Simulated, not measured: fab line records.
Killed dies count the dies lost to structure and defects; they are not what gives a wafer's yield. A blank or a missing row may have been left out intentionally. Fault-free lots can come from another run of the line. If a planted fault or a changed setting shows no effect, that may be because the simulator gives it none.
Chamber matching    flow gf180mcu    cmp-02 running GF_V4_CMP_26: 4 sister chambers
The step polishes, stops on SiO2, t overpolish 15 s, target thk 0 nm. 14 wafers are shown with their chamber, then 6 later ones without.

EACH WAFER AND ITS CHAMBER
wafer   chamber  motorCurrentA (A)  timeToEndpointS (s)  headPressurePsi (psi)
L764.2  2        10.2               86                   3.502
L764.3  1        10.6               85                   3.497
L764.4  3        10.2               83                   3.490
L765.1  1        11.2               87                   3.501
L765.2  2        9.3                82                   3.497
L765.6  2        9.8                85                   3.494
L768.2  2        10.7               85                   3.492
L768.5  1        10.9               83                   3.509
L776.1  1        10.5               85                   3.486
L776.5  2        9.8                85                   3.510
L776.6  3        11.0               81                   3.491
L778.1  0        9.7                77                   3.488
L778.2  1        10.9               78                   3.505
L778.4  3        11.1               76                   3.506

SIGNATURES (averages over the wafers above)
reading          chamber 0  chamber 1  chamber 2  chamber 3  scatter within a chamber
motorCurrentA    9.700      10.820     9.960      10.767     0.434
timeToEndpointS  77.00      83.60      84.60      80.00      2.87
headPressurePsi  3.48800    3.49960    3.49900    3.49567    0.00825
Rule: a wafer's distance from a chamber is the root of the sum, over the readings, of the square of ((its reading less the chamber's mean) divided by the reading's scatter). The wafer belongs to the nearest chamber; if the next one is less than 2 further off, it can't be placed. The scatter is the square root of a quotient: the sum, over the shown wafers, of each reading's squared deviation from its chamber's mean, divided by wafers minus chambers.

WAFERS MISSING THEIR CHAMBER
wafer   motorCurrentA (A)  timeToEndpointS (s)  headPressurePsi (psi)
L783.2  10.8               85                   3.492
L783.5  9.9                79                   3.498
L783.6  10.9               83                   3.505
L784.3  10.1               81                   3.508
L784.4  11.0               84                   3.519
L784.5  10.3               81                   3.497

THE CHAMBER EACH PASSED THROUGH
wafer   from the rows above                in truth
L783.2  can't be placed: 1 or 3 or 2       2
L783.5  can't be placed: 0 or 2 or 3 or 1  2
L783.6  can't be placed: 1 or 3 or 2       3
L784.3  can't be placed: 2 or 1 or 3 or 0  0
L784.4  can't be placed: 1 or 3 or 2       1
L784.5  can't be placed: 3 or 2 or 1 or 0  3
0 of 6 placed correctly. From these rows, 6 cannot be placed; in 6 the true chamber is one of the candidates. Number placed wrongly: 0.
